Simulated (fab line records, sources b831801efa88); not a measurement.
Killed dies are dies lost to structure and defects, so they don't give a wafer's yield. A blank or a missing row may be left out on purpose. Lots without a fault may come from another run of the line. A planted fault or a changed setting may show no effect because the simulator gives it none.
Chamber matching | flow sky130 | SKY_CONTACT_ETCH_16 on rie_diel-04: 4 sister chambers
The step etches BARC in N2/H2, stops on SiO2, time 45.9 s, target depth 60 nm. 8 wafers are shown with their chamber, then 8 later ones without.

WAFERS WITH THEIR CHAMBER
wafer  | chamber | drypump_motor_current_A (A) | oes_product_au (a.u.)
L082.6 | 3       | 4.8                         | 0.858
L083.1 | 3       | 4.8                         | 0.853
L083.4 | 1       | 4.9                         | 0.849
L086.4 | 0       | 5.4                         | 0.857
L086.6 | 1       | 5.0                         | 0.853
L089.1 | 0       | 5.5                         | 0.857
L089.5 | 2       | 5.7                         | 0.859
L088.2 | 2       | 5.7                         | 0.852

WAFERS WITHOUT THEIR CHAMBER
wafer  | drypump_motor_current_A (A) | oes_product_au (a.u.)
L088.3 | 5.4                         | 0.858
L088.5 | 5.4                         | 0.861
L091.1 | 5.7                         | 0.861
L091.3 | 4.8                         | 0.853
L091.4 | 5.7                         | 0.853
L095.1 | 5.7                         | 0.853
L095.2 | 5.5                         | 0.850
L095.5 | 5.4                         | 0.850

WHICH CHAMBER EACH WENT THROUGH
wafer  | from the rows above | in truth
L088.3 | 0                   | 0
L088.5 | 0                   | 0
L091.1 | 2                   | 2
L091.3 | 3                   | 3
L091.4 | 2                   | 2
L095.1 | 2                   | 2
L095.2 | 0                   | 0
L095.5 | 0                   | 0
Placed correctly: 8 of 8. Can't be placed from these rows: 0. Placed wrongly: 0.
How it was worked out, from the rows above alone: a wafer's distance from a chamber is the root of the sum, over the readings, of the square of ((its reading less the chamber's mean) divided by the reading's scatter). The wafer belongs to the nearest chamber; if the next one is less than 2 further off, it can't be placed. A chamber's mean is the mean of its shown wafers. The scatter: the root of (the sum of the squares of (reading less its chamber's mean) over the shown wafers, divided by (wafers less chambers)).
